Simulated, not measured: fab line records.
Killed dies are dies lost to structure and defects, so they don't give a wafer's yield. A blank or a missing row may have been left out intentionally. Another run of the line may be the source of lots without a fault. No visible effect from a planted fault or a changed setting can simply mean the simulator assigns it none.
Struck lot and sound lot, side by side ; flow sky130 ; 15 steps out of a route of 708
Sound: these wafers, L254.1, L254.4, L254.5. Wafers struck: L262.4, L262.5, L262.6. The cause comes at the end.
For every step that has rows: the tool of each side, followed by ch and its chambers, followed by its first start. Under that, the readings that differ: sound wafers ; struck wafers ; difference of the means ; sigmas: that difference in standard deviations of wafers without a fault.
alike: same words and numbers on both sides, and readings whose means sit less than 2 such deviations apart. not compared: any withheld reading, any reading some wafer has no value for, any bound like >300 that may hide the same value, and any number with overlapping values for which the record gives no deviation.
The two part at a step that has a row with sigmas, a row that says differs or no value, or rows on one side only. When numbers do not overlap yet have no deviation, they are printed without sigmas and do not part them. A reading missing from all wafers of one side parts the sides only when that side holds two or more wafers.

SKY_GATE_OXIDE_OVL_MEAS_10:
  struck on overlay-02, day 16 12:18; sound on overlay-01, day 13 13:31
reading;sound;struck;difference;sigmas
GATE_OXIDE_OVL (nm);2.4 3.3 -0.6;-0.8 -2.0 -3.2;-3.7;-3
then, 2 steps without rows for these wafers: SKY_GATE_OXIDE_IMPLANT_11; SKY_GATE_OXIDE_WET_ETCH_12 (etches SiO2 in dHF, target depth 16.8 nm, time 336 s).
SKY_GATE_OXIDE_STRIP_13: strips in O2/N2.
  sound on plasma_asher-01 ch 0,1, day 13 13:48; struck on plasma_asher-01 ch 0,1, day 16 12:37
  alike: drypump_motor_current_A, oes_product_au, strip_time_to_endpoint_s
  not compared: rf_hours_counter_h
SKY_GATE_OXIDE_TW_MEAS_14:
  struck on film_metro-03, day 16 12:42; sound on film_metro-02, day 13 13:54
  alike: GATE_OXIDE_TW
then, 3 steps without rows for these wafers: SKY_GATE_OXIDE_CLEAN_15 (cleans in SC1/SC2, time 150 s); SKY_GATE_OXIDE_OXIDATION_16 (stabilise 600 s, purge 300 s, target thk 3.57 nm); SKY_POLY_GATE_CVD_00 (deposits poly-Si, target thk 180 nm, time 720 s).
SKY_POLY_GATE_THK_MEAS_01:
  struck on film_metro-04, day 16 17:16; sound on film_metro-04, day 13 17:47
  alike: POLY_GATE_CVD_00_THK
then, 3 steps without rows for these wafers: SKY_RES_PROTECT_DEHYDRATE_00 (time 60 s); SKY_RES_PROTECT_HMDS_01 (prime time 60 s); SKY_RES_PROTECT_COAT_02 (resist thk 1140 nm).
SKY_RES_PROTECT_SOFTBAKE_03: time 60 s.
  sound on litho_track-02 ch 0, day 14 06:30; struck on litho_track-02 ch 0, day 17 07:40
reading;sound;struck;difference;sigmas
heater_power_total_W (W);56.61 56.60 56.60;58.29 58.31 58.30;+1.70;+39
run_length_s (s);89.20 89.07 89.14;83.74 83.51 83.82;-5.45;-42
  alike: chill_plate_temp_C, resist_line_temp_C
then, 1 step without rows for these wafers: SKY_RES_PROTECT_EXPOSE_04 (exposes mask RPM, target cd 1270 nm).
-- record jumps: 30 days separate the struck wafers' starts on either side; left off in module RES_PROTECT, taken up again in module PAD_OPEN, whose first shown step is the route's number 708 --
SKY_PAD_OPEN_PROBE_99:
  struck on prober-01, day 47 17:34; sound on prober-01, day 45 15:27
  alike: killed_at_M0_to_M3, killed_at_M4_up, killed_at_contacts, killed_at_front_end, killed_at_other, killed_dies, killed_open, killed_short

== WHERE THEY PART ==
Earliest at SKY_GATE_OXIDE_OVL_MEAS_10; latest, in this record, at SKY_RES_PROTECT_SOFTBAKE_03. Later steps at which nothing parts them and some readings are alike: SKY_PAD_OPEN_PROBE_99.

WHY: what had been put in by the simulator
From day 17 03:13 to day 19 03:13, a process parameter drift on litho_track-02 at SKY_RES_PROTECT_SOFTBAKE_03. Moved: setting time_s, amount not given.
